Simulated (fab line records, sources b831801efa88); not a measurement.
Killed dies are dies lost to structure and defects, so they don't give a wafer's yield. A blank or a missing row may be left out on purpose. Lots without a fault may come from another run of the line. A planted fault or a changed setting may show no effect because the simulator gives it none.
Split-lot experiment | flow sky130 | 5 lots, 23 wafers read, on a route of 708 steps

THE SPLIT
At SKY_SONOS_ONO_OXIDATION_00 (stabilise 600 s, purge 300 s, target thk 2.6 nm), the setting ox_time_s was moved away from the recipe's 1249 s on 15 of the 23 wafers read, by -7.3% to +13.5%. The other wafers ran this setting at the recipe's value.

The reading is taken at the split's own step.

THE READING
SiO2_of_SONOS_ONO_OXIDATION_00.thk_nm (the simulator's own value, which no gauge read), in nm, at SKY_SONOS_ONO_OXIDATION_00 (stabilise 600 s, purge 300 s, target thk 2.6 nm). The file gives no usual value for it. The 8 wafers here that ran the recipe average 2.591 nm, standard deviation 0.013 nm.

wafer  | tool, chamber at the split | ox_time_s as run, s | against the recipe | SiO2_of_SONOS_ONO_OXIDATION_00.thk_nm, nm | against lot-mates on the recipe
L074.1 | -, -                       | 1387                | +11.0%             | 2.684                                     | no lot-mate on the recipe
L074.2 | -, -                       | 1387                | +11.0%             | 2.728                                     | no lot-mate on the recipe
L074.3 | -, -                       | 1387                | +11.0%             | 2.713                                     | no lot-mate on the recipe
L074.4 | -, -                       | 1387                | +11.0%             | 2.683                                     | no lot-mate on the recipe
L074.6 | -, -                       | 1387                | +11.0%             | 2.692                                     | no lot-mate on the recipe
L077.1 | -, -                       | 1417                | +13.5%             | 2.921                                     | no lot-mate on the recipe
L077.4 | -, -                       | 1417                | +13.5%             | 2.921                                     | no lot-mate on the recipe
L077.2 | -, -                       | 1417                | +13.5%             | 2.901                                     | no lot-mate on the recipe
L077.5 | -, -                       | 1417                | +13.5%             | 2.858                                     | no lot-mate on the recipe
L077.6 | -, -                       | 1417                | +13.5%             | 2.918                                     | no lot-mate on the recipe
L081.1 | -, -                       | 1158                | -7.3%              | 2.435                                     | no lot-mate on the recipe
L081.2 | -, -                       | 1158                | -7.3%              | 2.452                                     | no lot-mate on the recipe
L081.3 | -, -                       | 1158                | -7.3%              | 2.457                                     | no lot-mate on the recipe
L081.4 | -, -                       | 1158                | -7.3%              | 2.444                                     | no lot-mate on the recipe
L081.5 | -, -                       | 1158                | -7.3%              | 2.454                                     | no lot-mate on the recipe
L084.2 | -, -                       | 1249                | recipe             | 2.575                                     | -
L084.3 | -, -                       | 1249                | recipe             | 2.584                                     | -
L084.4 | -, -                       | 1249                | recipe             | 2.583                                     | -
L084.5 | -, -                       | 1249                | recipe             | 2.588                                     | -
L084.6 | -, -                       | 1249                | recipe             | 2.608                                     | -
L085.1 | furnace-01, 0              | 1249                | recipe             | 2.6                                       | -
L085.3 | furnace-01, 0              | 1249                | recipe             | 2.579                                     | -
L085.6 | furnace-01, 0              | 1249                | recipe             | 2.61                                      | -

THE FIT
A straight line over all 23 wafers: SiO2_of_SONOS_ONO_OXIDATION_00.thk_nm changes by +0.0185 nm for each +1% of ox_time_s; r = +0.94; the points scatter about the line by 0.058 nm.
Too few moved wafers have a lot-mate on the recipe to fit a line with each lot's own level taken away.

THE FILE'S OWN FIT
SiO2_of_SONOS_ONO_OXIDATION_00.thk_nm changes by +0.0185 nm for each +1% of ox_time_s, r = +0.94.
